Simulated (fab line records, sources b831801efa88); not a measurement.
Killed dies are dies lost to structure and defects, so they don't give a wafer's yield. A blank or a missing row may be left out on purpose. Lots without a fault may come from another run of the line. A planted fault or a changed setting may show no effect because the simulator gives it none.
fab line records | flow gf180mcu
record lots=24 wafers=72 last_day=34
route steps=602 shown HV_LDD@233 NSD@246 M2@372 V2@406 M3@415 M4@460
lots that met no fault: from a run of the same line without faults
start_h: hours from the record's first day to the start of the lot's first wafer shown | wait_h: hours since the lot's step before | " the same as in the row above | L1.1+2: a row that stands for several wafers | - no value, or no start given | * or withheld: withheld | < > ~ a bound
route shown NAME@n: a module of which the file shows steps, and the number in the route of the first | usual: mean/standard deviation of fault-free wafers | same: alike in all rows | chamber/n: place in a boat | sites: the reading at each site | _std_site: their standard deviation | _edge_site: outer sites' mean less inner sites' | radius_mm: how far each site lies from the wafer's centre | mask NAME#n: copy n | behind: the tool/chamber that last shaped the wafer | hold: why the lot was held/for how many hours/how that ended | device: the transistor (n, p or np) that didn't switch | end of line: the same wafers' tests at the end of the route | a step without rows: its recipe alone | killed: dies lost to structure and defects at the first sort, not the wafer's yield | map: a wafer's dies, x killed, . not, _ none there
set.NAME: the setting as run; set.NAME@STEP: as run at that earlier step | model.NAME: the simulator's own value behind a step, which no gauge read
steps of the route over a sample of lots; a table a step, a row a wafer
services: from which hour (start_h, from the record's first day; less than 0 if before it) a tool's chamber was out of use, for how many hours, and why
## steps
# step GF_HV_LDD_THK_MEAS_57
# recipe reads=Si3N4_of_HV_LDD_CVD_56
# usual HV_LDD_CVD_56_THK=89.8/0.89
# columns lot.wafer tool chamber start_h wait_h HV_LDD_CVD_56_THK[nm]
L074.1 film_metro-03 - 278.44 0.0 88.2
L074.4 " - " " 87.9
L074.5 " - " " 88.2
L075.2 film_metro-01 - 281.90 0.0 90.3
L075.3 " - " " 90.6
L075.6 " - " " 90.8
L076.1 film_metro-03 - 286.63 0.0 89.1
L076.3 " - " " 89.5
L076.5 " - " " 89.3
L077.2 film_metro-01 - 298.90 0.0 91.2
L077.4 " - " " 91.1
L077.5 " - " " 91.2
L078.2 film_metro-01 - 303.54 0.0 89.7
L078.3 " - " " 90.3
L078.4 " - " " 90.2
L079.3 film_metro-04 - 312.90 0.0 90.0
L079.4 " - " " 89.9
L079.5 " - " " 90.0
L080.1 film_metro-04 - 325.97 0.0 90.4
L080.5 " - " " 90.7
L080.6 " - " " 90.3
L081.1 film_metro-03 - 330.89 0.0 89.1
L081.2 " - " " 89.8
L081.5 " - " " 89.0
L082.2 film_metro-01 - 338.10 0.0 89.7
L082.3 " - " " 89.2
L082.4 " - " " 89.3
L083.1 film_metro-01 - 349.99 0.0 91.0
L083.2 " - " " 89.7
L083.4 " - " " 90.3
L084.1 film_metro-04 - 356.93 0.0 90.0
L084.2 " - " " 90.4
L084.6 " - " " 90.7
L085.4 film_metro-01 - 357.22 0.0 91.2
L085.5 " - " " 90.7
L085.6 " - " " 91.4
L086.1 film_metro-04 - 372.37 0.0 89.5
L086.3 " - " " 89.6
L086.6 " - " " 89.6
L087.1 film_metro-01 - 378.11 0.0 90.3
L087.4 " - " " 89.5
L087.5 " - " " 90.6
L088.2 film_metro-03 - 396.57 0.0 89.7
L088.3 " - " " 88.7
L088.5 " - " " 89.5
L089.2 film_metro-04 - 399.75 0.0 89.4
L089.3 " - " " 89.3
L089.4 " - " " 89.4
L090.1 film_metro-03 - 402.25 0.0 90.3
L090.2 " - " " 90.2
L090.5 " - " " 90.9
L091.1 film_metro-01 - 422.08 0.0 90.0
L091.5 " - " " 90.5
L091.6 " - " " 90.4
L092.1 film_metro-03 - 431.98 0.0 89.3
L092.2 " - " " 90.6
L092.5 " - " " 89.8
L093.1 film_metro-03 - 445.33 0.0 89.2
L093.4 " - " " 89.0
L093.6 " - " " 89.3
L094.1 film_metro-03 - 446.13 0.0 89.8
L094.2 " - " " 89.6
L094.3 " - " " 89.5
L095.1 film_metro-01 - 451.98 0.0 88.5
L095.3 " - " " 89.1
L095.4 " - " " 88.9
L096.1 film_metro-03 - 464.93 0.0 88.1
L096.2 " - " " 88.3
L096.4 " - " " 88.0
L097.2 film_metro-04 - 468.58 0.0 89.1
L097.5 " - " " 89.2
L097.6 " - " " 89.2
# step GF_NSD_STRIP_11
# recipe chemistry=O2/N2 power_w=1400 pressure_mtorr=1500 platen_temp_c=250 o2_flow_sccm=3000 n2_flow_sccm=300 overash_fraction=0.5
# usual drypump_motor_current_A=6.1/0.34 heater_power_w=336/15 oes_product_au=0.489/0.0044 strip_time_to_endpoint_s=22.78/0.04
# columns lot.wafer tool chamber start_h wait_h drypump_motor_current_A heater_power_w oes_product_au rf_hours_counter_h strip_time_to_endpoint_s
L074.1 plasma_asher-01 1 298.23 0.1 6.3 341 0.497 52 22.80
L074.4 " 1 " " 6.3 346 0.481 - 22.77
L074.5 " 1 " " 6.3 335 0.485 - 22.79
L075.2 plasma_asher-01 0 302.27 0.1 6.6 351 0.484 52 22.72
L075.3 " 1 " " 6.3 354 0.491 - 22.73
L075.6 " 0 " " 6.6 354 0.488 - 22.72
L076.1 plasma_asher-04 0 307.27 0.1 6.2 328 0.485 68 22.75
L076.3 " 1 " " 6.4 347 0.495 - 22.72
L076.5 " 0 " " 6.2 322 0.493 - 22.75
L077.2 plasma_asher-01 0 320.37 0.1 6.6 351 0.490 54 22.77
L077.4 " 0 " " 6.6 351 0.495 - 22.81
L077.5 " 0 " " 6.6 362 0.483 - 22.77
L078.2 plasma_asher-04 0 324.47 0.1 6.2 320 0.484 70 22.78
L078.3 " 0 " " 6.2 322 0.486 - 22.68
L078.4 " 1 " " 6.4 353 0.486 - 22.73
L079.3 plasma_asher-03 1 333.80 0.1 5.7 322 0.490 - 22.73
L079.4 " 0 " " 5.8 343 0.492 - 22.74
L079.5 " 1 " " 5.7 321 0.486 - 22.70
L080.1 plasma_asher-03 0 347.24 0.1 5.8 351 0.493 22 22.82
L080.5 " 0 " " 5.7 346 0.494 - 22.85
L080.6 " 1 " " 5.7 313 0.492 - 22.82
L081.1 plasma_asher-03 0 352.42 0.1 5.7 357 0.487 22 22.83
L081.2 " 1 " " 5.7 313 0.498 22 22.80
L081.5 " 1 " " 5.6 316 0.488 - 22.79
L082.2 plasma_asher-04 0 360.27 0.1 6.2 320 0.499 74 22.78
L082.3 " 0 " " 6.2 317 0.496 - 22.80
L082.4 " 1 " " 6.4 348 0.490 - 22.81
L083.1 plasma_asher-03 0 373.03 0.1 5.7 341 0.489 24 22.87
L083.2 " 1 " " 5.6 312 0.488 24 22.80
L083.4 " 1 " " 5.6 323 0.484 - 22.79
L084.1 plasma_asher-04 1 379.82 0.1 6.4 349 0.491 76 22.83
L084.2 " 0 " " 6.2 324 0.494 76 22.81
L084.6 " 0 " " 6.2 325 0.493 - 22.84
L085.4 plasma_asher-03 0 379.91 0.1 5.7 351 0.487 - 22.83
L085.5 " 0 " " 5.7 338 0.487 - 22.81
L085.6 " 1 " " 5.6 309 0.490 - 22.81
L086.1 plasma_asher-04 0 395.37 0.1 6.2 326 0.480 77 22.77
L086.3 " 0 " " 6.2 318 0.490 - 22.78
L086.6 " 1 " " 6.4 349 0.492 - 22.75
L087.1 plasma_asher-01 0 401.67 0.1 6.6 359 0.485 63 22.77
L087.4 " 0 " " 6.6 351 0.491 - 22.75
L087.5 " 0 " " 6.6 351 0.488 - 22.75
L088.2 plasma_asher-01 0 419.87 0.1 6.6 360 0.489 65 22.78
L088.3 " 1 " " 6.2 344 0.489 - 22.83
L088.5 " 1 " " 6.3 344 0.481 - 22.80
L089.2 plasma_asher-04 1 423.68 0.1 6.4 345 0.489 80 22.74
L089.3 " 0 " " 6.2 317 0.484 - 22.80
L089.4 " 1 " " 6.3 343 0.492 - 22.77
L090.1 plasma_asher-04 1 426.12 0.1 6.4 343 0.494 81 22.81
L090.2 " 0 " " 6.2 312 0.495 81 22.78
L090.5 " 1 " " 6.4 339 0.486 - 22.78
L091.1 plasma_asher-03 0 446.53 0.1 5.7 354 0.484 32 22.83
L091.5 " 0 " " 5.7 345 0.490 - 22.85
L091.6 " 1 " " 5.7 323 0.490 - 22.82
L092.1 plasma_asher-01 1 455.42 0.1 6.3 342 0.487 69 22.78
L092.2 " 0 " " 6.6 352 0.485 69 22.78
L092.5 " 0 " " 6.6 358 0.490 - 22.80
L093.1 plasma_asher-01 1 470.35 0.1 6.3 351 0.490 70 22.86
L093.4 " 1 " " 6.3 341 0.485 - 22.82
L093.6 " 1 " " 6.3 341 0.489 - 22.82
L094.1 plasma_asher-03 0 470.97 0.1 5.7 344 0.497 34 22.78
L094.2 " 1 " " 5.7 317 0.484 34 22.80
L094.3 " 0 " " 5.7 343 0.489 - 22.79
L095.1 plasma_asher-03 0 476.97 0.1 5.7 330 0.487 35 22.78
L095.3 " 0 " " 5.7 334 0.484 - 22.75
L095.4 " 1 " " 5.7 316 0.486 - 22.74
L096.1 plasma_asher-04 1 489.42 0.1 6.4 349 0.485 88 22.79
L096.2 " 0 " " 6.2 322 0.490 88 22.74
L096.4 " 1 " " 6.4 345 0.486 - 22.75
L097.2 plasma_asher-03 1 492.22 0.1 5.7 316 0.486 36 22.72
L097.5 " 1 " " 5.7 317 0.491 - 22.70
L097.6 " 0 " " 5.7 342 0.493 - 22.72
# step GF_M2_SOFTBAKE_10
# recipe temp_c=130 time_s=61.53 resist=KrF
# usual exhaust_pa=44.8/0.83 plate_sensor_t_centre_C=131.02/0.0092 plate_sensor_t_edge_C=131.21/0.0096
# columns lot.wafer tool chamber start_h wait_h exhaust_pa plate_sensor_t_centre_C plate_sensor_t_edge_C
L074.1 litho_track-04 0 424.86 0.1 45.2 131.02 131.19
L074.4 " 0 " " 45.2 131.03 131.21
L074.5 " 0 " " 45.7 131.02 131.21
L075.2 litho_track-04 0 430.34 0.1 44.5 131.02 131.21
L075.3 " 0 " " 44.8 131.03 131.22
L075.6 " 0 " " 45.0 131.02 131.2
L076.1 litho_track-04 0 437.21 0.1 44.8 131.02 131.21
L076.3 " 0 " " 46.3 131.03 131.2
L076.5 " 0 " " 45.0 131.01 131.21
L077.2 litho_track-04 0 452.99 0.1 44.5 131.01 131.2
L077.4 " 0 " " 43.7 131.02 131.21
L077.5 " 0 " " 45.1 131.01 131.21
L078.2 litho_track-01 0 456.74 0.1 46.5 131.01 131.21
L078.3 " 0 " " 45.7 131.03 131.22
L078.4 " 0 " " 46.5 131.01 131.19
L079.3 litho_track-01 0 472.22 0.1 46.3 131.02 131.2
L079.4 " 0 " " 44.1 131.02 131.21
L079.5 " 0 " " 46.1 131.02 131.21
L080.1 litho_track-04 0 483.91 0.1 43.4 131 131.22
L080.5 " 0 " " 44.5 131.02 131.22
L080.6 " 0 " " 44.6 131.05 131.22
L081.1 litho_track-02 0 488.16 0.1 46.3 131.02 131.21
L081.2 " 0 " " 46.4 131.03 131.22
L081.5 " 0 " " 44.6 131.02 131.22
L082.2 litho_track-02 0 498.74 0.1 44.8 131.02 131.2
L082.3 " 0 " " 44.6 131 131.19
L082.4 " 0 " " 44.3 131.02 131.21
L083.1 litho_track-01 0 510.42 0.1 44.4 131.03 131.21
L083.2 " 0 " " 44.0 131.01 131.22
L083.4 " 0 " " 45.0 131.02 131.19
L084.1 litho_track-02 0 516.06 0.1 44.5 131.01 131.22
L084.2 " 0 " " 45.0 131.03 131.2
L084.6 " 0 " " 46.4 131.01 131.23
L085.4 litho_track-04 0 517.89 0.1 44.7 131.02 131.22
L085.5 " 0 " " 44.1 131.01 131.22
L085.6 " 0 " " 44.7 131.01 131.2
L086.1 litho_track-04 0 531.76 0.1 44.7 131.02 131.2
L086.3 " 0 " " 44.2 131.02 131.22
L086.6 " 0 " " 46.0 131.01 131.22
L087.1 litho_track-04 0 540.61 0.1 45.1 131 131.22
L087.4 " 0 " " 44.5 131.02 131.21
L087.5 " 0 " " 43.9 131.01 131.2
L088.2 litho_track-02 0 556.84 0.1 45.5 131 131.2
L088.3 " 0 " " 45.2 131.01 131.22
L088.5 " 0 " " 44.7 131.01 131.22
L089.2 litho_track-04 0 560.34 0.1 45.0 131.02 131.21
L089.3 " 0 " " 45.0 131.01 131.22
L089.4 " 0 " " 44.4 131.01 131.23
L090.1 litho_track-04 0 560.91 0.1 45.6 131.02 131.21
L090.2 " 0 " " 45.5 131.04 131.22
L090.5 " 0 " " 44.2 131.02 131.22
L091.1 litho_track-04 0 580.51 0.1 45.4 131.02 131.2
L091.5 " 0 " " 45.8 131.02 131.2
L091.6 " 0 " " 46.5 131.03 131.21
L092.1 litho_track-04 0 588.41 0.1 45.4 131.01 131.22
L092.2 " 0 " " 43.9 131.02 131.22
L092.5 " 0 " " 44.3 131 131.21
L093.1 litho_track-02 0 601.61 0.1 45.3 131.01 131.21
L093.4 " 0 " " 44.3 131.02 131.2
L093.6 " 0 " " 44.7 131.01 131.22
L094.1 litho_track-02 0 602.21 0.1 44.6 131.02 131.21
L094.2 " 0 " " 44.4 131.01 131.21
L094.3 " 0 " " 45.7 131.01 131.2
L095.1 litho_track-01 0 607.42 0.1 44.5 131.03 131.2
L095.3 " 0 " " 44.0 131.02 131.21
L095.4 " 0 " " 43.3 131.03 131.19
L096.1 litho_track-02 0 618.71 0.1 43.3 131 131.21
L096.2 " 0 " " 44.2 131.01 131.21
L096.4 " 0 " " 44.8 131.03 131.19
L097.2 litho_track-02 0 621.29 0.1 43.9 131.01 131.22
L097.5 " 0 " " 44.8 131.01 131.19
L097.6 " 0 " " 44.8 131.02 131.2
# step GF_V2_RS_MEAS_24
# recipe thk_meas_gauge=four-point-probe reads=W_of_V2_CVD_23+TiN_of_V2_SPUTTER_22+Ti_of_V2_SPUTTER_21
# usual V2_W_RS=0.326/0.0066
# columns lot.wafer tool chamber start_h wait_h V2_W_RS[ohm/sq]
L074.1 film_metro-01 - 463.10 0.1 0.333
L074.4 " - " " 0.331
L074.5 " - " " 0.325
L075.2 film_metro-04 - 469.85 0.1 0.328
L075.3 " - " " 0.317
L075.6 " - " " 0.332
L076.1 film_metro-01 - 476.79 0.1 0.318
L076.3 " - " " 0.328
L076.5 " - " " 0.314
L077.2 film_metro-01 - 492.66 0.1 0.326
L077.4 " - " " 0.329
L077.5 " - " " 0.329
L078.2 film_metro-03 - 496.34 0.1 0.326
L078.3 " - " " 0.331
L078.4 " - " " 0.326
L079.3 film_metro-03 - 510.58 0.1 0.311
L079.4 " - " " 0.330
L079.5 " - " " 0.327
L080.1 film_metro-03 - 521.89 0.1 0.324
L080.5 " - " " 0.326
L080.6 " - " " 0.331
L081.1 film_metro-04 - 525.94 0.1 0.324
L081.2 " - " " 0.331
L081.5 " - " " 0.322
L082.2 film_metro-01 - 535.25 0.1 0.326
L082.3 " - " " 0.329
L082.4 " - " " 0.327
L083.1 film_metro-01 - 547.04 0.1 0.324
L083.2 " - " " 0.329
L083.4 " - " " 0.332
L084.1 film_metro-04 - 552.34 0.1 0.317
L084.2 " - " " 0.331
L084.6 " - " " 0.314
L085.4 film_metro-04 - 553.87 0.1 0.330
L085.5 " - " " 0.315
L085.6 " - " " 0.330
L086.1 film_metro-01 - 568.48 0.1 0.331
L086.3 " - " " 0.331
L086.6 " - " " 0.331
L087.1 film_metro-01 - 576.23 0.1 0.330
L087.4 " - " " 0.330
L087.5 " - " " 0.331
L088.2 film_metro-01 - 592.82 0.1 0.334
L088.3 " - " " 0.330
L088.5 " - " " 0.328
L089.2 film_metro-03 - 595.12 0.1 0.328
L089.3 " - " " 0.311
L089.4 " - " " 0.331
L090.1 film_metro-03 - 596.64 0.1 0.330
L090.2 " - " " 0.326
L090.5 " - " " 0.331
L091.1 film_metro-01 - 615.20 0.1 0.325
L091.5 " - " " 0.332
L091.6 " - " " 0.328
L092.1 film_metro-03 - 622.07 0.1 0.336
L092.2 " - " " 0.327
L092.5 " - " " 0.335
L093.1 film_metro-01 - 635.96 0.1 0.325
L093.4 " - " " 0.329
L093.6 " - " " 0.324
L094.1 film_metro-04 - 636.74 0.1 0.335
L094.2 " - " " 0.326
L094.3 " - " " 0.334
L095.1 film_metro-01 - 640.84 0.1 0.311
L095.3 " - " " 0.313
L095.4 " - " " 0.328
L096.1 film_metro-01 - 651.63 0.1 0.325
L096.2 " - " " 0.335
L096.4 " - " " 0.327
L097.2 film_metro-03 - 653.25 0.1 0.329
L097.5 " - " " 0.322
L097.6 " - " " 0.335
# step GF_M3_THK_MEAS_06
# recipe thk_meas_gauge=xrf reads=AlCu_of_M3_SPUTTER_02
# usual M3_ALCU_THK=460/6.1
# columns lot.wafer tool chamber start_h wait_h M3_ALCU_THK[nm]
L074.1 film_metro-01 - 463.92 0.1 467
L074.4 " - " " 465
L074.5 " - " " 463
L075.2 film_metro-03 - 470.66 0.1 462
L075.3 " - " " 462
L075.6 " - " " 463
L076.1 film_metro-02 - 477.61 0.1 457
L076.3 " - " " 461
L076.5 " - " " 461
L077.2 film_metro-02 - 493.47 0.1 455
L077.4 " - " " 449
L077.5 " - " " 458
L078.2 film_metro-02 - 497.15 0.1 455
L078.3 " - " " 456
L078.4 " - " " 455
L079.3 film_metro-03 - 511.39 0.1 459
L079.4 " - " " 459
L079.5 " - " " 454
L080.1 film_metro-01 - 522.71 0.1 458
L080.5 " - " " 459
L080.6 " - " " 462
L081.1 film_metro-02 - 526.77 0.1 453
L081.2 " - " " 452
L081.5 " - " " 455
L082.2 film_metro-02 - 536.06 0.1 460
L082.3 " - " " 460
L082.4 " - " " 454
L083.1 film_metro-03 - 547.86 0.1 467
L083.2 " - " " 465
L083.4 " - " " 461
L084.1 film_metro-03 - 553.16 0.1 453
L084.2 " - " " 450
L084.6 " - " " 448
L085.4 film_metro-03 - 554.66 0.1 455
L085.5 " - " " 457
L085.6 " - " " 456
L086.1 film_metro-02 - 569.30 0.1 467
L086.3 " - " " 462
L086.6 " - " " 468
L087.1 film_metro-01 - 577.05 0.1 454
L087.4 " - " " 468
L087.5 " - " " 458
L088.2 film_metro-01 - 593.63 0.1 455
L088.3 " - " " 454
L088.5 " - " " 455
L089.2 film_metro-01 - 595.93 0.1 464
L089.3 " - " " 463
L089.4 " - " " 467
L090.1 film_metro-03 - 597.46 0.1 463
L090.2 " - " " 459
L090.5 " - " " 460
L091.1 film_metro-01 - 616.02 0.1 470
L091.5 " - " " 455
L091.6 " - " " 469
L092.1 film_metro-02 - 622.89 0.1 452
L092.2 " - " " 452
L092.5 " - " " 452
L093.1 film_metro-02 - 636.92 0.1 463
L093.4 " - " " 468
L093.6 " - " " 462
L094.1 film_metro-03 - 637.87 0.1 454
L094.2 " - " " 453
L094.3 " - " " 450
L095.1 film_metro-01 - 641.66 0.1 467
L095.3 " - " " 465
L095.4 " - " " 463
L096.1 film_metro-02 - 652.45 0.1 472
L096.2 " - " " 472
L096.4 " - " " 463
L097.2 film_metro-02 - 654.06 0.1 467
L097.5 " - " " 463
L097.6 " - " " 467
# step GF_M4_SPUTTER_04
# recipe material=TiN target_thk_nm=50 power_w=6500 time_s=41.7 chamber_pressure_pa=0.4
# usual throttle_valve_pct=30.0/1.2
# columns lot.wafer tool chamber start_h wait_h throttle_valve_pct
L074.1 pvd_sputter-03 - 514.20 0.0 31.8
L074.4 " - " " 27.9
L074.5 " - " " 27.7
L075.2 pvd_sputter-04 - 521.20 0.0 29.9
L075.3 " - " " 30.5
L075.6 " - " " 30.4
L076.1 pvd_sputter-02 - 527.95 0.0 29.7
L076.3 " - " " 30.7
L076.5 " - " " 31.0
L077.2 pvd_sputter-02 - 542.60 0.0 29.7
L077.4 " - " " 30.8
L077.5 " - " " 29.9
L078.2 pvd_sputter-04 - 546.60 0.0 30.4
L078.3 " - " " 29.4
L078.4 " - " " 29.5
L079.3 pvd_sputter-03 - 560.05 0.0 28.0
L079.4 " - " " 30.3
L079.5 " - " " 31.9
L080.1 pvd_sputter-02 - 571.09 0.0 30.7
L080.5 " - " " 29.8
L080.6 " - " " 30.7
L081.1 pvd_sputter-03 - 578.30 0.0 30.3
L081.2 " - " " 31.8
L081.5 " - " " 27.9
L082.2 pvd_sputter-04 - 582.99 0.0 30.0
L082.3 " - " " 29.3
L082.4 " - " " 29.9
L083.1 pvd_sputter-04 - 594.56 0.0 30.8
L083.2 " - " " 29.9
L083.4 " - " " 30.0
L084.1 pvd_sputter-02 - 599.52 0.0 30.0
L084.2 " - " " 30.7
L084.6 " - " " 30.7
L085.4 pvd_sputter-02 - 601.42 0.0 30.9
L085.5 " - " " 30.1
L085.6 " - " " 30.5
L086.1 pvd_sputter-02 - 615.70 0.0 30.9
L086.3 " - " " 30.5
L086.6 " - " " 30.9
L087.1 pvd_sputter-03 - 622.43 0.0 27.6
L087.4 " - " " 31.5
L087.5 " - " " 31.9
L088.2 pvd_sputter-04 - 638.56 0.0 30.4
L088.3 " - " " 29.5
L088.5 " - " " 29.8
L089.2 pvd_sputter-03 - 640.36 0.0 30.5
L089.3 " - " " 31.8
L089.4 " - " " 28.0
L090.1 pvd_sputter-04 - 640.59 0.0 30.3
L090.2 " - " " 29.2
L090.5 " - " " 30.1
L091.1 pvd_sputter-03 - 659.38 0.0 30.3
L091.5 " - " " 28.2
L091.6 " - " " 30.4
L092.1 pvd_sputter-04 - 665.35 0.0 30.6
L092.2 " - " " 29.9
L092.5 " - " " 30.4
L093.1 pvd_sputter-03 - 677.68 0.0 31.8
L093.4 " - " " 30.5
L093.6 " - " " 32.0
L094.1 pvd_sputter-03 - 678.98 0.0 30.3
L094.2 " - " " 32.0
L094.3 " - " " 27.5
L095.1 pvd_sputter-02 - 683.28 0.0 30.8
L095.3 " - " " 31.0
L095.4 " - " " 30.3
L096.1 pvd_sputter-03 - 693.05 0.0 27.7
L096.2 " - " " 30.7
L096.4 " - " " 31.8
L097.2 pvd_sputter-04 - 694.89 0.0 30.3
L097.5 " - " " 30.6
L097.6 " - " " 30.5
## services
# columns tool chamber start_h hours kind
plasma_asher-01 - 281.07 15.6 pm
plasma_asher-03 - 281.59 3.2 repair
pvd_sputter-04 - 283.28 0.6 repair
plasma_asher-01 - 308.23 0.4 repair
pvd_sputter-02 - 311.18 9.5 repair
pvd_sputter-03 2 313.91 - consumable_replace:kit
pvd_sputter-03 2 313.91 18.0 scheduled_down
pvd_sputter-03 2 313.91 18.0 vent_cycle
pvd_sputter-03 - 314.63 0.5 repair
plasma_asher-03 - 398.71 2.3 repair
pvd_sputter-03 - 443.32 2.5 repair
pvd_sputter-03 - 523.74 8.0 repair
plasma_asher-04 - 528.00 1.6 repair
plasma_asher-03 - 532.27 3.9 repair
pvd_sputter-04 - 596.07 2.4 repair
plasma_asher-03 - 613.06 53.1 pm
pvd_sputter-03 - 633.66 1.8 repair
litho_track-04 - 635.24 - consumable_replace:filter
pvd_sputter-02 - 664.62 0.8 repair
pvd_sputter-03 - 665.61 1.4 repair
pvd_sputter-04 - 677.23 2.5 repair
plasma_asher-04 - 678.98 2.2 repair
pvd_sputter-04 - 680.46 2.8 repair
plasma_asher-01 - 685.22 14.6 pm
## key
fault none
